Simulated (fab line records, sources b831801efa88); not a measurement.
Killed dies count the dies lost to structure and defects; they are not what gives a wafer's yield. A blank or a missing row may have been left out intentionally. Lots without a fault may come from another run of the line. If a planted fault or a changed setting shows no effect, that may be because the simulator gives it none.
fab line records	flow sky130	part 1 of 2: steps 1 to 28 of 37
[record] lots = 5	wafers = 15	last-day = 50
route steps=708 shown METAL3@569 VIA3@573 METAL4@598 CAP2M@603
lots untouched by any fault: they come from a run of this same line in which no faults occurred
start-h: hours from the record's first day to the start of the lot's first wafer shown	wait-h: hours elapsed since this lot's preceding step	" identical to the entry in the row above	L1.1+2: one row covering several wafers at once	- no value present, or no start provided	* or withheld: withheld	< > ~ a bound
route shown NAME@n: names a module that has steps shown in the file, with the first one's number in the route	usual: average and standard deviation across the fault-free wafers	same: alike in all rows	chamber/n: place in a boat	sites: per-site readings	_std_site: their standard deviation	_edge_site: the outer-site mean with the inner-site mean subtracted	radius-mm: how far each site lies from the wafer's centre	mask NAME#n: copy n	behind: tool/chamber where the wafer was last shaped	hold: what put the lot on hold/how long, in hours/how the hold closed	device: whichever transistor did not switch (one of n, p or np)	end of line: tests run on the same wafers once the route is complete	for a step that has no rows: nothing shown but its recipe	killed: dies that structure and defects cost at the first sort, which is not the same as the wafer's yield	map: dies across one wafer; x = killed, . = not, _ = none there
set.NAME: the setting as run; set.NAME@STEP: as run at that earlier step	model.NAME: the simulator's own value behind a step, which no gauge read
lots at some steps of the route; a table a step, a row a wafer
services: from which hour (start-h, from the record's first day; less than 0 if before it) a tool's chamber was out of use, for how many hours, and why
[[steps]]
[step SKY_METAL3_STRIP_19]
[recipe] chemistry = O2/N2	power-w = 1400	pressure-mtorr = 1500	platen-temp-c = withheld	o2-flow-sccm = 3000	n2-flow-sccm = 300	overash-fraction = 0.5
[usual] drypump-motor-current-A = 5.4/0.41	n2-flow-sccm = 300.0/0.84	oes-product-au = 0.504/0.0048	strip-time-to-endpoint-s = 6.57/0.066
[same] overash-fraction = 0.5
lot.wafer	tool	chamber	start-h	wait-h	drypump-motor-current-A	n2-flow-sccm	oes-product-au	rf-hours-counter-h	strip-time-to-endpoint-s
L077.2	plasma-asher-01	1	931.33	0.1	5.4	299.8	0.509	23	6.59
L077.3	"	1	"	"	5.4	299.9	0.499	-	6.44
L077.6	"	1	"	"	5.4	299.5	0.504	-	6.61
L080.1	plasma-asher-01	1	949.67	0.1	5.4	299.5	0.504	25	6.60
L080.4	"	1	"	"	5.4	299.5	0.507	-	6.57
L080.6	"	1	"	"	5.4	300.6	0.506	-	6.58
L081.3	plasma-asher-01	0	955.23	0.1	6.1	299.2	0.498	-	6.44
L081.4	"	1	"	"	5.4	300.7	0.506	-	6.62
L081.6	"	1	"	"	5.4	301.8	0.502	-	6.55
L083.1	plasma-asher-03	0	967.58	0.1	5.0	300.4	0.505	119	6.57
L083.3	"	0	"	"	5.0	298.4	0.506	-	6.58
L083.5	"	0	"	"	5.0	299.7	0.504	-	6.54
L095.1	plasma-asher-04	0	1049.90	0.4	5.1	298.8	0.502	78	6.54
L095.4	"	0	"	"	5.1	300.2	0.500	-	6.57
L095.6	"	0	"	"	5.1	299.9	0.503	-	6.50
[step SKY_METAL3_STRIP_20]
[recipe] chemistry = post-etch-residue-remover	time-s = 1200	temp-c = 72.5
[usual] temp-c = 72.51/0.11
lot.wafer	tool	chamber	start-h	wait-h	temp-c
L077.2	wet-bench-01	0	931.43	0.1	72.61
L077.3	"	0	"	"	72.40
L077.6	"	0	"	"	72.43
L080.1	wet-bench-02	0	949.77	0.1	72.57
L080.4	"	0	"	"	72.60
L080.6	"	0	"	"	72.31
L081.3	wet-bench-01	1	955.30	0.0	72.47
L081.4	"	1	"	"	72.62
L081.6	"	1	"	"	72.66
L083.1	wet-bench-01	1	967.68	0.1	72.73
L083.3	"	1	"	"	72.62
L083.5	"	1	"	"	72.50
L095.1	wet-bench-01	3	1050.00	0.1	72.62
L095.4	"	3	"	"	72.41
L095.6	"	3	"	"	72.42
[step SKY_METAL3_CLEAN_21]
[recipe] chemistry = IPA	time-s = 180	temp-c = 25
[usual] temp-c = 25.02/0.094
lot.wafer	tool	chamber	start-h	wait-h	temp-c
L077.2	wet-bench-04	3	931.77	0.0	25.01
L077.3	"	3	"	"	25.03
L077.6	"	3	"	"	25.28
L080.1	wet-bench-02	3	950.14	0.0	25.11
L080.4	"	3	"	"	24.80
L080.6	"	3	"	"	24.93
L081.3	wet-bench-04	0	955.64	0.0	24.99
L081.4	"	0	"	"	24.88
L081.6	"	0	"	"	25.04
L083.1	wet-bench-04	2	968.02	0.0	24.95
L083.3	"	2	"	"	24.98
L083.5	"	2	"	"	24.88
L095.1	wet-bench-04	3	1050.37	0.0	24.90
L095.4	"	3	"	"	25.03
L095.6	"	3	"	"	24.94
[step SKY_METAL3_CLEAN_22]
[recipe] chemistry = O3/DIW	dry = n2-spin
lot.wafer	tool	chamber	start-h	wait-h
L077.2+3+6	wet-bench-02	3	931.89	0.0
L080.1+4+6	wet-bench-02	1	950.21	0.0
L081.3+4+6	wet-bench-01	3	955.70	0.0
L083.1+3+5	wet-bench-02	1	968.08	0.0
L095.1+4+6	wet-bench-01	0	1050.43	0.0
[step SKY_VIA3_HDPCVD_00]
[recipe] material = SiO2	target-thk-nm = 1635	sigma-open-frac = 0.3	time-s = 272.5	temp-c = 400	sih4-flow-sccm = 60	pressure-mtorr = 6
[usual] sih4-flow-sccm = 59.99/0.17
lot.wafer	tool	chamber	start-h	wait-h	sih4-flow-sccm
L077.2	hdpcvd-01	2	931.98	0.0	60.17
L077.3	"	0	"	"	60.12
L077.6	"	1	"	"	60.11
L080.1	hdpcvd-02	1	950.32	0.0	59.98
L080.4	"	1	"	"	60.13
L080.6	"	1	"	"	59.97
L081.3	hdpcvd-02	2	955.88	0.1	60.33
L081.4	"	1	"	"	60.28
L081.6	"	1	"	"	60.26
L083.1	hdpcvd-02	1	968.18	0.0	59.93
L083.3	"	0	"	"	60.13
L083.5	"	2	"	"	60.36
L095.1	hdpcvd-02	1	1050.53	0.0	60.04
L095.4	"	0	"	"	59.76
L095.6	"	1	"	"	59.77
[step SKY_VIA3_THK_MEAS_01]
[recipe] reads = SiO2_of_VIA3_HDPCVD_00
[usual] VIA3_HDPCVD_THK = 1635/15
lot.wafer	tool	chamber	start-h	wait-h	VIA3_HDPCVD_THK[nm]
L077.2	film-metro-04	-	932.16	0.1	1634
L077.3	"	-	"	"	1630
L077.6	"	-	"	"	1649
L080.1	film-metro-01	-	950.57	0.2	1622
L080.4	"	-	"	"	1633
L080.6	"	-	"	"	1610
L081.3	film-metro-02	-	956.07	0.1	1641
L081.4	"	-	"	"	1628
L081.6	"	-	"	"	1627
L083.1	film-metro-04	-	968.35	0.1	1657
L083.3	"	-	"	"	1650
L083.5	"	-	"	"	1637
L095.1	film-metro-02	-	1050.70	0.1	1627
L095.4	"	-	"	"	1641
L095.6	"	-	"	"	1637
[step SKY_VIA3_CMP_02]
[recipe] material = SiO2	down-force-psi = 4	platen-rpm = 60	pad-velocity-m-s = 0.94248
[usual] motor-current-A = 12.1/1.1	slurry-flow-ml-min = 150.0/0.47
lot.wafer	tool	chamber	start-h	wait-h	motor-current-A	slurry-flow-ml-min
L077.3	cmp-01	2	932.26	0.1	13.4	149.6
L077.2	"	0	"	"	11.5	150.0
L077.6	"	1	"	"	12.2	150.0
L080.1	cmp-01	1	950.63	0.1	12.1	150.4
L080.4	"	0	"	"	11.8	149.8
L080.6	"	2	"	"	13.6	149.4
L081.3	cmp-02	3	956.16	0.1	10.9	150.4
L081.4	"	0	"	"	13.8	150.3
L081.6	"	3	"	"	11.6	150.6
L083.1	cmp-01	3	968.41	0.1	10.1	150.4
L083.3	"	0	"	"	11.6	150.6
L083.5	"	3	"	"	11.0	149.6
L095.1	cmp-01	3	1050.97	0.3	11.3	150.0
L095.4	"	1	"	"	11.8	150.5
L095.6	"	3	"	"	11.5	149.6
[step SKY_VIA3_BOW_MEAS_03]
[recipe] mode = bow
[usual] VIA3_BOW = 78/8.4
lot.wafer	tool	chamber	start-h	wait-h	VIA3_BOW[um]
L077.2	film-metro-02	-	932.53	0.1	71
L077.3	"	-	"	"	76
L077.6	"	-	"	"	71
L080.1	film-metro-02	-	950.93	0.2	74
L080.4	"	-	"	"	78
L080.6	"	-	"	"	79
L081.3	film-metro-01	-	956.45	0.2	81
L081.4	"	-	"	"	71
L081.6	"	-	"	"	74
L083.1	film-metro-01	-	968.71	0.2	71
L083.3	"	-	"	"	70
L083.5	"	-	"	"	75
L095.1	film-metro-04	-	1051.22	0.2	62
L095.4	"	-	"	"	78
L095.6	"	-	"	"	71
[step SKY_VIA3_DEHYDRATE_04]
[recipe] temp-c = 200	time-s = 60
lot.wafer	tool	chamber	start-h	wait-h
L077.2+3+6	litho-track-01	0	944.14	11.6
L080.1+4+6	litho-track-03	0	962.67	11.7
L081.3+4+6	litho-track-01	0	968.17	11.7
L083.1+3+5	litho-track-02	0	980.05	11.3
L095.1+4+6	litho-track-01	0	1061.67	10.4
[step SKY_VIA3_HMDS_05]
[recipe] prime-time-s = 60	prime-temp-c = 120
[usual] prime-temp-c = 119.97/0.14
lot.wafer	tool	chamber	start-h	wait-h	prime-temp-c
L077.2	litho-track-01	0	944.29	0.1	119.85
L077.3	"	0	"	"	120.09
L077.6	"	0	"	"	120.11
L080.1	litho-track-03	0	962.82	0.1	120.29
L080.4	"	0	"	"	120.26
L080.6	"	0	"	"	120.29
L081.3	litho-track-01	0	968.32	0.1	120.18
L081.4	"	0	"	"	120.20
L081.6	"	0	"	"	120.01
L083.1	litho-track-02	0	980.20	0.1	120.09
L083.3	"	0	"	"	120.11
L083.5	"	0	"	"	120.02
L095.1	litho-track-01	0	1061.82	0.1	119.90
L095.4	"	0	"	"	119.80
L095.6	"	0	"	"	119.90
[step SKY_VIA3_COAT_06]
[recipe] resist = BARC	temp-c = withheld	time-s = withheld	spin-rpm = 3000	resist-thk-nm = 60
lot.wafer	tool	chamber	start-h	wait-h
L077.2+3+6	litho-track-01	0	944.44	0.1
L080.1+4+6	litho-track-03	0	962.97	0.1
L081.3+4+6	litho-track-01	0	968.47	0.1
L083.1+3+5	litho-track-02	0	980.35	0.1
L095.1+4+6	litho-track-01	0	1061.97	0.1
[step SKY_VIA3_COAT_07]
[recipe] resist = KrF-thick	spin-rpm = 3000	resist-thk-nm = 450
lot.wafer	tool	chamber	start-h	wait-h
L077.2+3+6	litho-track-01	0	-	-
L080.1+4+6	litho-track-03	0	-	-
L081.3+4+6	litho-track-01	0	-	-
L083.1+3+5	litho-track-02	0	-	-
L095.1+4+6	litho-track-01	0	-	-
[step SKY_VIA3_SOFTBAKE_08]
[recipe] temp-c = 100	time-s = 90	resist = KrF-thick
lot.wafer	tool	chamber	start-h	wait-h
L077.2+3+6	litho-track-01	0	-	-
L080.1+4+6	litho-track-03	0	-	-
L081.3+4+6	litho-track-01	0	-	-
L083.1+3+5	litho-track-02	0	-	-
L095.1+4+6	litho-track-01	0	-	-
[step SKY_VIA3_EXPOSE_09]
[recipe] mask-id = VIM3	na = 0.8	source-shape = annular	sigma-inner = 0.55	sigma-outer = 0.85	target-cd-nm = 200	dose-mj = 38
[same] sigma-inner = 0.55
lot.wafer	tool	chamber	start-h	wait-h	mask
L077.2+3+6	krf-scanner-02	0	-	-	VIM3#0
L080.1+4+6	krf-scanner-02	0	-	-	VIM3#0
L081.3+4+6	krf-scanner-02	0	-	-	VIM3#0
L083.1+3+5	krf-scanner-02	0	-	-	VIM3#0
L095.1+4+6	krf-scanner-01	0	-	-	VIM3#0
[step SKY_VIA3_PEB_10]
[recipe] peb-temp-c = withheld	peb-time-s = withheld	resist = KrF-thick
lot.wafer	tool	chamber	start-h	wait-h
L077.2+3+6	litho-track-02	0	-	-
L080.1+4+6	litho-track-01	0	-	-
L081.3+4+6	litho-track-01	0	-	-
L083.1+3+5	litho-track-02	0	-	-
L095.1+4+6	litho-track-01	0	-	-
[step SKY_VIA3_DEVELOP_11]
[recipe] develop-time-s = 60	resist = KrF-thick	dev-temp-c = 21
[same] develop-time-s = 60
lot.wafer	tool	chamber	start-h	wait-h
L077.2+3+6	litho-track-02	0	-	-
L080.1+4+6	litho-track-01	0	-	-
L081.3+4+6	litho-track-01	0	-	-
L083.1+3+5	litho-track-02	0	-	-
L095.1+4+6	litho-track-01	0	-	-
[step SKY_VIA3_CD_MEAS_12]
[recipe] target-cd-nm = 200
[usual] cd-nm = 199.7/1.3
lot.wafer	tool	chamber	start-h	wait-h	cd-nm
L077.2	cd-sem-01	-	956.62	-	198.9
L077.3	"	-	"	"	201.2
L077.6	"	-	"	"	199.2
L080.1	cd-sem-02	-	975.22	-	201.5
L080.4	"	-	"	"	200.3
L080.6	"	-	"	"	201.6
L081.3	cd-sem-02	-	980.76	-	199.5
L081.4	"	-	"	"	198.1
L081.6	"	-	"	"	197.3
L083.1	cd-sem-02	-	992.35	-	199.1
L083.3	"	-	"	"	199.7
L083.5	"	-	"	"	199.3
L095.1	cd-sem-02	-	1073.17	-	200.5
L095.4	"	-	"	"	202.0
L095.6	"	-	"	"	200.9
[step SKY_VIA3_OVL_MEAS_13]
[usual] VIA3_OVL = -2/5.9
lot.wafer	tool	chamber	start-h	wait-h	VIA3_OVL[nm]
L077.2	overlay-02	-	956.72	0.1	-3
L077.3	"	-	"	"	-3
L077.6	"	-	"	"	0
L080.1	overlay-02	-	975.34	0.1	-4
L080.4	"	-	"	"	-5
L080.6	"	-	"	"	5
L081.3	overlay-01	-	980.85	0.1	-3
L081.4	"	-	"	"	-4
L081.6	"	-	"	"	0
L083.1	overlay-01	-	992.47	0.1	-4
L083.3	"	-	"	"	-4
L083.5	"	-	"	"	1
L095.1	overlay-02	-	1073.29	0.1	-6
L095.4	"	-	"	"	-9
L095.6	"	-	"	"	-10
[step SKY_VIA3_ETCH_14]
[recipe] chemistry = N2/H2	target = BARC	ion-energy-ev = 200	source-w = 500	bias-w = 100	pressure-mtorr = 30	n2-flow-sccm = 100	h2-flow-sccm = 200	stop-on = SiO2	time-s = 45.9	target-depth-a = 600
[usual] drypump-motor-current-A = 5.7/0.53	h2-flow-sccm = 200.0/0.56	n2-flow-sccm = 99.94/0.28	oes-product-au = 0.854/0.0048	throttle-valve-pct = 13.226/0.0093
lot.wafer	tool	chamber	start-h	wait-h	drypump-motor-current-A	h2-flow-sccm	n2-flow-sccm	oes-product-au	rf-hours-counter-h	throttle-valve-pct
L077.2	rie-diel-04	0	956.75	0.0	5.0	201.5	100.37	0.856	0	13.216
L077.3	"	1	"	"	6.8	199.9	99.51	0.859	18	13.213
L077.6	"	3	"	"	5.8	199.9	99.74	0.854	-	13.219
L080.1	rie-diel-04	0	975.37	0.0	5.1	199.6	100.36	0.859	1	13.230
L080.4	"	2	"	"	5.6	201.0	99.33	0.863	20	13.212
L080.6	"	3	"	"	5.8	200.4	100.22	0.856	-	13.214
L081.3	rie-diel-03	0	980.87	0.0	4.9	200.4	99.87	0.850	16	13.233
L081.4	"	3	"	"	5.7	199.8	99.98	0.850	13	13.223
L081.6	"	0	"	"	4.9	200.3	99.79	0.856	-	13.221
L083.1	rie-diel-03	1	992.50	0.0	4.8	200.0	99.38	0.855	10	13.232
L083.3	"	2	"	"	6.1	200.8	100.21	0.856	20	13.228
L083.5	"	0	"	"	4.9	200.2	100.22	0.857	-	13.234
L095.1	rie-diel-04	2	1073.32	0.0	5.7	199.3	100.51	0.845	24	13.236
L095.4	"	3	"	"	5.8	200.5	100.13	0.856	20	13.240
L095.6	"	0	"	"	5.1	199.9	99.94	0.849	-	13.240
[step SKY_VIA3_ETCH_15]
[recipe] target = SiO2	chemistry = C4F8/O2/Ar	target-depth-nm = 507	stop-on = TiN	mask-material = KrF-thick	source-w = 1500	bias-w = 1200	pressure-mtorr = 40	c4f8-flow-sccm = withheld	O2_flow_sccm = 6	Ar_flow_sccm = 300	time-s = 78
[usual] oes-product-au = 0.946/0.0049
lot.wafer	tool	chamber	start-h	wait-h	oes-product-au	rf-hours-counter-h
L077.2	rie-diel-04	0	956.80	0.0	0.946	0
L077.3	"	1	"	"	0.942	18
L077.6	"	3	"	"	0.952	-
L080.1	rie-diel-04	0	975.42	0.0	0.949	1
L080.4	"	2	"	"	0.947	20
L080.6	"	3	"	"	0.954	-
L081.3	rie-diel-03	0	980.92	0.0	0.938	16
L081.4	"	3	"	"	0.942	13
L081.6	"	0	"	"	0.954	-
L083.1	rie-diel-03	1	992.55	0.0	0.943	10
L083.3	"	2	"	"	0.935	20
L083.5	"	0	"	"	0.943	-
L095.1	rie-diel-04	2	1073.37	0.0	0.946	24
L095.4	"	3	"	"	0.946	20
L095.6	"	0	"	"	0.942	-
[step SKY_VIA3_STRIP_16]
[recipe] chemistry = O2/N2	power-w = 1400	pressure-mtorr = 1500	platen-temp-c = withheld	o2-flow-sccm = 3000	n2-flow-sccm = 300	overash-fraction = 0.5
[usual] drypump-motor-current-A = 5.9/0.48	n2-flow-sccm = 299.9/0.85	oes-product-au = 0.401/0.0044	strip-time-to-endpoint-s = 4.128/0.024
[same] overash-fraction = 0.5
lot.wafer	tool	chamber	start-h	wait-h	drypump-motor-current-A	n2-flow-sccm	oes-product-au	rf-hours-counter-h	strip-time-to-endpoint-s
L077.2	plasma-asher-02	0	956.86	0.0	6.4	298.9	0.399	57	4.163
L077.3	"	0	"	"	6.4	299.4	0.400	-	4.142
L077.6	"	0	"	"	6.4	299.2	0.396	-	4.133
L080.1	plasma-asher-01	0	975.48	0.0	6.1	298.4	0.395	26	4.109
L080.4	"	1	"	"	5.4	301.7	0.401	-	4.118
L080.6	"	1	"	"	5.4	301.0	0.405	-	4.102
L081.3	plasma-asher-01	1	981.01	0.1	5.4	300.1	0.404	-	4.150
L081.4	"	0	"	"	6.1	301.1	0.407	-	4.142
L081.6	"	1	"	"	5.4	299.4	0.407	-	4.150
L083.1	plasma-asher-01	0	992.61	0.0	6.1	298.6	0.404	28	4.165
L083.3	"	1	"	"	5.4	300.2	0.403	-	4.114
L083.5	"	0	"	"	6.1	298.7	0.407	-	4.115
L095.1	plasma-asher-01	1	1073.43	0.0	5.4	301.5	0.398	35	4.114
L095.4	"	1	"	"	5.4	299.4	0.397	-	4.130
L095.6	"	0	"	"	6.1	299.5	0.401	-	4.122
[step SKY_VIA3_STRIP_17]
[recipe] chemistry = post-etch-residue-remover	time-s = 1200	temp-c = 72.5
[usual] temp-c = 72.48/0.14
lot.wafer	tool	chamber	start-h	wait-h	temp-c
L077.2	wet-bench-03	3	956.96	0.1	72.64
L077.3	"	3	"	"	72.63
L077.6	"	3	"	"	72.68
L080.1	wet-bench-04	3	975.58	0.1	72.61
L080.4	"	3	"	"	72.46
L080.6	"	3	"	"	72.44
L081.3	wet-bench-04	3	981.08	0.0	72.53
L081.4	"	3	"	"	72.44
L081.6	"	3	"	"	72.49
L083.1	wet-bench-04	1	992.71	0.1	72.68
L083.3	"	1	"	"	72.45
L083.5	"	1	"	"	72.47
L095.1	wet-bench-01	0	1073.53	0.1	72.65
L095.4	"	0	"	"	72.59
L095.6	"	0	"	"	72.55
[step SKY_VIA3_CLEAN_18]
[recipe] chemistry = IPA	time-s = 180	temp-c = 25
[usual] temp-c = 24.99/0.09
lot.wafer	tool	chamber	start-h	wait-h	temp-c
L077.2	wet-bench-01	3	957.30	0.0	25.02
L077.3	"	3	"	"	24.87
L077.6	"	3	"	"	24.93
L080.1	wet-bench-01	3	975.92	0.0	24.95
L080.4	"	3	"	"	25.01
L080.6	"	3	"	"	24.80
L081.3	wet-bench-01	3	981.42	0.0	24.81
L081.4	"	3	"	"	24.99
L081.6	"	3	"	"	24.91
L083.1	wet-bench-01	3	993.05	0.0	25.12
L083.3	"	3	"	"	24.94
L083.5	"	3	"	"	24.98
L095.1	wet-bench-04	0	1073.90	0.0	24.98
L095.4	"	0	"	"	25.09
L095.6	"	0	"	"	24.99
[step SKY_VIA3_CLEAN_19]
[recipe] chemistry = O3/DIW	dry = n2-spin
lot.wafer	tool	chamber	start-h	wait-h
L077.2+3+6	wet-bench-04	2	957.36	0.0
L080.1+4+6	wet-bench-03	1	975.98	0.0
L081.3+4+6	wet-bench-03	0	981.48	0.0
L083.1+3+5	wet-bench-03	0	993.11	0.0
L095.1+4+6	wet-bench-01	2	1073.96	0.0
[step SKY_VIA3_SPUTTER_20]
[recipe] material = TiN	target-thk-nm = 20	chamber-pressure-pa = 5	power-w = 4000	time-s = 80
[usual] throttle-valve-pct = 30.9/1
lot.wafer	tool	chamber	start-h	wait-h	throttle-valve-pct
L077.2	pvd-sputter-01	-	957.45	0.0	29.5
L077.3	"	-	"	"	30.7
L077.6	"	-	"	"	30.7
L080.1	pvd-sputter-04	-	976.07	0.0	32.5
L080.4	"	-	"	"	31.2
L080.6	"	-	"	"	32.6
L081.3	pvd-sputter-03	-	981.57	0.0	31.5
L081.4	"	-	"	"	29.2
L081.6	"	-	"	"	31.5
L083.1	pvd-sputter-04	-	993.20	0.0	31.4
L083.3	"	-	"	"	32.7
L083.5	"	-	"	"	31.4
L095.1	pvd-sputter-04	-	1074.06	0.0	31.7
L095.4	"	-	"	"	32.2
L095.6	"	-	"	"	31.4
[step SKY_VIA3_CVD_21]
[recipe] material = W	target-thk-nm = 390	time-s = 117.31	temp-c = 400	pressure-torr = 40
[usual] heater-power-w = 820/74
lot.wafer	tool	chamber	start-h	wait-h	heater-power-w
L077.2	cvd-w-01	0	957.51	0.0	928
L077.3	"	0	"	"	944
L077.6	"	0	"	"	914
L080.1	cvd-w-01	0	976.13	0.0	919
L080.4	"	0	"	"	945
L080.6	"	1	"	"	871
L081.3	cvd-w-02	1	981.71	0.1	784
L081.4	"	1	"	"	809
L081.6	"	1	"	"	809
L083.1	cvd-w-02	1	993.26	0.0	796
L083.3	"	0	"	"	728
L083.5	"	0	"	"	725
L095.1	cvd-w-01	0	1074.12	0.0	927
L095.4	"	0	"	"	940
L095.6	"	0	"	"	940
[step SKY_VIA3_RS_MEAS_22]
[recipe] thk-meas-gauge = four-point-probe	reads = W_of_VIA3_CVD_21+TiN_of_VIA3_SPUTTER_20
[usual] VIA3_W_RS = 0.295/0.0043
lot.wafer	tool	chamber	start-h	wait-h	VIA3_W_RS[ohm/sq]
L077.2	film-metro-01	-	957.65	0.1	0.287
L077.3	"	-	"	"	0.289
L077.6	"	-	"	"	0.288
L080.1	film-metro-01	-	976.25	0.1	0.290
L080.4	"	-	"	"	0.294
L080.6	"	-	"	"	0.297
L081.3	film-metro-01	-	981.91	0.2	0.299
L081.4	"	-	"	"	0.298
L081.6	"	-	"	"	0.303
L083.1	film-metro-01	-	993.46	0.2	0.295
L083.3	"	-	"	"	0.298
L083.5	"	-	"	"	0.295
L095.1	film-metro-01	-	1074.24	0.1	0.289
L095.4	"	-	"	"	0.284
L095.6	"	-	"	"	0.287
[step SKY_VIA3_THK_MEAS_23]
[recipe] thk-meas-gauge = xrf	reads = W_of_VIA3_CVD_21
[usual] VIA3_W_THK = 380/6.4
lot.wafer	tool	chamber	start-h	wait-h	VIA3_W_THK[nm]
L077.2	film-metro-01	-	957.76	0.1	384
L077.3	"	-	"	"	380
L077.6	"	-	"	"	384
L080.1	film-metro-01	-	976.37	0.1	387
L080.4	"	-	"	"	382
L080.6	"	-	"	"	379
L081.3	film-metro-01	-	982.01	0.1	374
L081.4	"	-	"	"	373
L081.6	"	-	"	"	364
L083.1	film-metro-01	-	993.58	0.1	378
L083.3	"	-	"	"	375
L083.5	"	-	"	"	378
L095.1	film-metro-01	-	1074.36	0.1	385
L095.4	"	-	"	"	391
L095.6	"	-	"	"	389
